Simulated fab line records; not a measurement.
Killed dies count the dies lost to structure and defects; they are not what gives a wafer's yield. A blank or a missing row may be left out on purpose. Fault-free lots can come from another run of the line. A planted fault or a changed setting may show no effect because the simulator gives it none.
Code-filled problem report in 8D (eight disciplines) form | flow sky130 | the parts of the form that need people (team, actions taken, sign-off) are left out

1. THE ISSUE
NWELL_TW at SKY_NWELL_TW_MEAS_15 reads a mean of 126 on 3 wafers of 3 lots; wafers without a fault read 1829 with a standard deviation of 21. Measured from the usual mean, that is -81 standard deviations.
First observed at day 8 04:59: wafer L163.1, on film-metro-02. At this step, 44 wafers from 15 lots have a number in the record. The rule behind "out" and "out of limits": a value lying over 4 standard deviations away from the usual mean. Any other wafer with a number is counted as sound.

2. WHAT IT IS; WHAT IT IS NOT
question                    | is                     | is not
which readings at this step | NWELL_TW               | -
which lots                  | L163, L169, L170       | L149, L150, L151, L152, L153, L154, L155, L156, L157, L158, L171, L172
which wafers of those lots  | L163.1, L169.3, L170.3 | L163.4, L169.2, L169.6, L170.2, L170.6
read on which gauges        | film-metro-02          | film-metro-01, film-metro-04
when                        | from day 8 04:59       | up to then (31 sound wafers); but 10 sound wafers of L169, L170, L171, L172 came after

3. THE SUSPECTS, EACH WITH WHAT RULES IT OUT
Counting: any tool at a process step up to the reading remains a suspect provided it ran every lot that is out. Sound lots after the first of them don't rule it out here, since some wafers of a struck lot are sound.
- the gauge at SKY_NWELL_TW_MEAS_15: ruled out. All the wafers that are out were read on film-metro-02, but those of them that SKY_PAD_OPEN_PROBE_99 has rows for are out there too, on other tools.
- litho-track-03 at SKY_NWELL_DEVELOP_09 (develop time 60 s): kept. Every lot that is out went through it, the first being L163 (day 8 04:00); the last sound lot it ran before that was L154 (day 5 21:00).
The count leaves litho-track-03 at SKY_NWELL_DEVELOP_09.

4. THE CAUSE (what the simulator had put in)
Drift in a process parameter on litho-track-03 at SKY_NWELL_DEVELOP_09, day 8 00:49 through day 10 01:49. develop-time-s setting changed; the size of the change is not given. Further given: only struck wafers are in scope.
This tool alone remained once counting was done.

5. THE EFFECT CHAIN, in route order
Each row: a reading where the mean over the struck wafers with a number is more than 3 standard deviations away from the usual. Scope: only readings with a usual standard deviation given in the record; hours: median across lots of the time from each lot's start at the first step in this table that gives one to its start at this step; sigmas: change in usual standard deviations.
hours | step                  | reading             | usual | on struck wafers | change | sigmas
0     | SKY_NWELL_TW_MEAS_15  | NWELL_TW            | 1829  | 126              | -1703  | -81
998   | SKY_PAD_OPEN_PROBE_99 | killed-at-front-end | 16    | 418              | +402   | +89
998   | SKY_PAD_OPEN_PROBE_99 | killed-dies         | 87    | 492              | +405   | +46
998   | SKY_PAD_OPEN_PROBE_99 | killed-on-rim       | 16    | 96               | +80    | +22
The process steps in it:
- SKY_PAD_OPEN_PROBE_99
Readings that are blank on the struck wafers while sound wafers have them: NWELL_00_OVL at SKY_NWELL_OVL_MEAS_10.

6. WHAT WOULD HAVE CAUGHT IT SOONER
The first out-of-limits reading at a measuring or inspecting step in this record came at day 8 04:59, 4 hours after the fault's start at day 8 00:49.
Between SKY_NWELL_DEVELOP_09 and SKY_NWELL_TW_MEAS_15, SKY_NWELL_OVL_MEAS_10 gave no NWELL_00_OVL on the struck wafers, where sound wafers have one: a measuring or inspecting step that comes back empty is itself a sign.
Among the 3 lots that are out, L169, L170 began SKY_NWELL_DEVELOP_09 on litho-track-03 after day 8 04:59. A hold on the tool at that time would have spared those 2.
